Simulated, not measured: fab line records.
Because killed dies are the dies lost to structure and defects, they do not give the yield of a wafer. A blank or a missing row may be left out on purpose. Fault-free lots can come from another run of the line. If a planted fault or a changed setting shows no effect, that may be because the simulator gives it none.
One fault seen from 2 desks -- flow gf180mcu -- numbers are kept per desk, each desk with only its own; the story behind them comes last

## AT THE METROLOGY DESK
Means of the sampled wafers that have a number, per lot and without regard to the tool the lot ran on: this is what the gauges read. If a lot's mean is further than 4 standard deviations from the usual mean, the lot is out of limits and carries the mark OUT (the distance appears in the brackets).
Columns: A = V4_CVD_02_THK at GF_V4_THK_MEAS_03, usual 847 nm; B = V4_W_THK at GF_V4_THK_MEAS_25, usual 355 nm
lot,first seen here,A,B
L727,day 23 19:47,856,353
L729,day 24 16:13,830,356
L730,day 24 23:17,848,349
L732,day 25 22:14,834,356
L738,day 27 13:30,835,355
L740,day 28 09:42,855,356
L741,day 28 13:49,857,355
L742,day 28 17:58,847,350
L743,day 29 03:53,853,349
L744,day 29 06:00,844,348
L747,day 30 05:08,843,349
L748,day 30 12:13,843,355
L749,day 30 17:05,847,354
Finding of this desk: none of the 13 lots has anything out of limits.

## AT THE TOOL OWNER'S DESK: pvdSputter-04
At GF_V4_SPUTTER_22 (material TiN, target thk 10 nm, time 40 s) the tool's own readings: per lot run on this tool, the mean of the sampled wafers that have a number. If a lot's mean is further than 4 standard deviations from the usual mean, the lot is out of limits and carries the mark OUT (the distance appears in the brackets).
Columns: A = chamberPressurePa at GF_V4_SPUTTER_22, usual 5.002 Pa; B = throttleValvePct at GF_V4_SPUTTER_22, usual 29.8 %
lot,first seen here,A,B
L727,day 24 19:43,4.991,30.4
L730,day 25 22:34,4.999,30.3
L738,day 28 10:13,4.876 (-14) OUT,30.3
Finding of this desk: L738 out of limits; the first was L738 at day 28 10:13, on chamberPressurePa at GF_V4_SPUTTER_22. Within limits: L727, L730.

## PUT TOGETHER
The tool owner's desk had the chance to raise an alarm at day 28 10:13 on L738.
Metrology desk: nothing out of limits seen.
The metrology desk holds a record of L738, inside its limits.
All the named lots went through GF_V4_SPUTTER_22 on pvdSputter-04.

## WHAT HAD BEEN PUT IN BY THE SIMULATOR
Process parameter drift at GF_V4_SPUTTER_22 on pvdSputter-04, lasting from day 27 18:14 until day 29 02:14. Setting chamberPressurePa, moved by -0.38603, from 5. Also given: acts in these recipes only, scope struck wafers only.
Struck lots among those shown: L738.
Delay in hours, fault start to first out-of-limits reading, by desk: the tool owner's desk at 16.
